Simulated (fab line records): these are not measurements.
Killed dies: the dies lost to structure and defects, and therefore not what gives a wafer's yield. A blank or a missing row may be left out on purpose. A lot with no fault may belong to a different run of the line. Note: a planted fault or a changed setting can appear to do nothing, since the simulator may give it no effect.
What tool caused it? ; flow sky130 ; 36 wafers from 12 lots sampled at 4 of the route's 708 steps

== WHAT THE GAUGES SHOWED, per wafer ==
SKY_VIA2_RS_MEAS_22: measures by four-point-probe. Usual: for VIA2_W_RS the level is 0.2706 ohm/sq and the standard deviation is 0.0028.
lot;measured;on;VIA2_W_RS (ohm/sq);flag
L803;day 36 13:56;film metro-03;0.2693 0.2779 0.2781;
L804;day 37 01:36;film metro-04;0.2696 0.2693 0.2691;
L806;day 37 23:00;film metro-03;0.2696 0.2693 0.2747;
L807;day 38 00:59;film metro-01;0.2723 0.2721 0.2725;
L808;day 38 02:04;film metro-01;0.2712 0.2671 0.2727;
L810;day 38 23:38;film metro-01;0.2744 0.2687 0.2658;
L811;day 39 08:23;film metro-01;0.2670 0.2654 0.2720;
L812;day 39 11:38;film metro-01;0.2702 0.2731 0.2748;
L814;day 40 04:09;film metro-04;0.2697 0.2730 0.2725;
L818;day 41 11:03;film metro-04;0.2682 0.2679 0.2687;
L817;day 41 14:01;film metro-04;0.2706 0.2715 0.2744;
L825;day 43 04:05;film metro-04;0.2712 0.2712 0.2680;

== WHAT TOOL EACH LOT RAN ON (gives the tool, then ch and the chambers of the sampled wafers, and finally the start) ==
lot;SKY_NWELL_STRIP_14;SKY_LDD_P_STRIP_10;SKY_LOCAL_INTERCONNECT_STRIP_16
L803;plasma asher-02 ch 0,1, day 4 19:52;plasma asher-03 ch 0,1, day 19 06:20;wet bench-02 ch 2, day 30 15:46
L804;plasma asher-02 ch 0,1, day 5 00:28;plasma asher-04 ch 0,1, day 19 19:59;wet bench-03 ch 2, day 31 02:27
L806;plasma asher-01 ch 0,1, day 5 15:19;plasma asher-04 ch 0,1, day 20 21:17;wet bench-03 ch 0, day 32 02:19
L807;plasma asher-01 ch 1, day 5 17:22;plasma asher-02 ch 0,1, day 21 01:15;wet bench-02 ch 3, day 32 03:56
L808;plasma asher-02 ch 0,1, day 5 21:10;plasma asher-04 ch 0,1, day 21 01:53;wet bench-01 ch 0, day 32 06:25
L810;plasma asher-01 ch 0,1, day 6 09:46;plasma asher-03 ch 0,1, day 22 03:14;wet bench-01 ch 1, day 33 05:04
L811;plasma asher-02 ch 0,1, day 6 17:25;plasma asher-04 ch 0, day 22 12:56;wet bench-01 ch 3, day 33 12:52
L812;plasma asher-03 ch 0,1, day 6 23:34;plasma asher-04 ch 0,1, day 22 16:26;wet bench-01 ch 3, day 33 16:43
L814;plasma asher-03 ch 0,1, day 7 13:50;plasma asher-03 ch 0,1, day 23 16:34;wet bench-02 ch 0, day 34 11:49
L818;plasma asher-01 ch 0,1, day 8 14:10;plasma asher-03 ch 0,1, day 25 05:02;wet bench-03 ch 1, day 35 20:28
L817;plasma asher-02 ch 0,1, day 8 14:48;plasma asher-04 ch 0,1, day 25 05:56;wet bench-02 ch 1, day 35 22:28
L825;plasma asher-02 ch 0,1, day 10 04:37;plasma asher-02 ch 0,1, day 27 05:53;wet bench-03 ch 2, day 37 17:12
- SKY_NWELL_STRIP_14: strips in O2/N2.
- SKY_LDD_P_STRIP_10: strips in O2/N2.
- SKY_LOCAL_INTERCONNECT_STRIP_16: strips in post etch residue remover, time 1200 s.

== AS READ BY THE TOOLS THEMSELVES (means over the sampled wafers that have a number; for cases with no such wafer, the mark the record gives instead) ==
SKY_NWELL_STRIP_14. Usual: drypump motor current A 5.7 A, standard deviation 0.44; oes product au 0.723 a.u., standard deviation 0.0048; strip time to endpoint s 36.94 s, standard deviation 0.11.
lot;tool;drypump motor current A (A);oes product au (a.u.);strip time to endpoint s (s);flag
L803;plasma asher-02;5.6;0.726;37.14;
L804;plasma asher-02;5.8;0.723;37.01;
L806;plasma asher-01;5.5;0.719;37.08;
L807;plasma asher-01;5.7;0.723;36.83;
L808;plasma asher-02;5.6;0.718;36.99;
L810;plasma asher-01;5.5;0.717;37.07;
L811;plasma asher-02;5.6;0.723;36.76;
L812;plasma asher-03;6.3;0.724;36.82;
L814;plasma asher-03;6.3;0.719;36.75;
L818;plasma asher-01;5.5;0.724;37.02;
L817;plasma asher-02;5.6;0.722;36.86;
L825;plasma asher-02;5.8;0.723;36.95;

SKY_LDD_P_STRIP_10. Usual: drypump motor current A 5.9 A, standard deviation 0.33; oes product au 0.716 a.u., standard deviation 0.0049; strip time to endpoint s 14.19 s, standard deviation 0.04.
lot;tool;drypump motor current A (A);oes product au (a.u.);strip time to endpoint s (s);flag
L803;plasma asher-03;6.3;0.717;14.18;
L804;plasma asher-04;5.8;0.714;14.13;
L806;plasma asher-04;5.8;0.716;14.19;
L807;plasma asher-02;5.8;0.716;14.12;
L808;plasma asher-04;5.8;0.715;14.18;
L810;plasma asher-03;6.0;0.716;14.22;
L811;plasma asher-04;5.7;0.718;14.22;
L812;plasma asher-04;5.8;0.720;14.21;
L814;plasma asher-03;6.3;0.718;14.21;
L818;plasma asher-03;6.0;0.715;14.22;
L817;plasma asher-04;5.8;0.717;14.18;
L825;plasma asher-02;5.6;0.720;14.20;

SKY_LOCAL_INTERCONNECT_STRIP_16. Usual: bath guard temp C 72.5 C, standard deviation 0.42; bath heat duty pct 13.9 %, standard deviation 1.2; temp c 72.50 C, standard deviation 0.11.
lot;tool;bath guard temp C (C);bath heat duty pct (%);temp c (C);flag
L803;wet bench-02;72.5;13.7;72.61;
L804;wet bench-03;73.0;16.4;72.59;
L806;wet bench-03;72.8;13.3;72.63;
L807;wet bench-02;72.4;13.2;72.57;
L808;wet bench-01;72.9;15.0;72.37;
L810;wet bench-01;72.2;13.5;72.60;
L811;wet bench-01;72.2;14.3;72.49;
L812;wet bench-01;71.9;15.3;72.38;
L814;wet bench-02;71.5;12.7;72.51;
L818;wet bench-03;72.0;14.9;72.50;
L817;wet bench-02;72.4;12.8;72.58;
L825;wet bench-03;73.2;15.6;72.61;

== THE ANSWER, worked out from the rows above alone ==
Rule: take the mean of a lot's wafers that have a number; if it is more than 3 standard deviations from the usual mean, the lot is off. Also off: a lot with no number at a reading for which 4 or more lots have one. All remaining lots with rows at the step are treated as sound. Order of review: gauges by route order, followed by the tools' own readings, for which a lot's mean as printed above is used. The first step at which some lot is off is used, and at that step the reading that is off furthest; a lot without a number counts as furthest.
Nothing can be told from this: no lot is off at any reading shown.

== WHAT WAS PUT IN BY THE SIMULATOR ==
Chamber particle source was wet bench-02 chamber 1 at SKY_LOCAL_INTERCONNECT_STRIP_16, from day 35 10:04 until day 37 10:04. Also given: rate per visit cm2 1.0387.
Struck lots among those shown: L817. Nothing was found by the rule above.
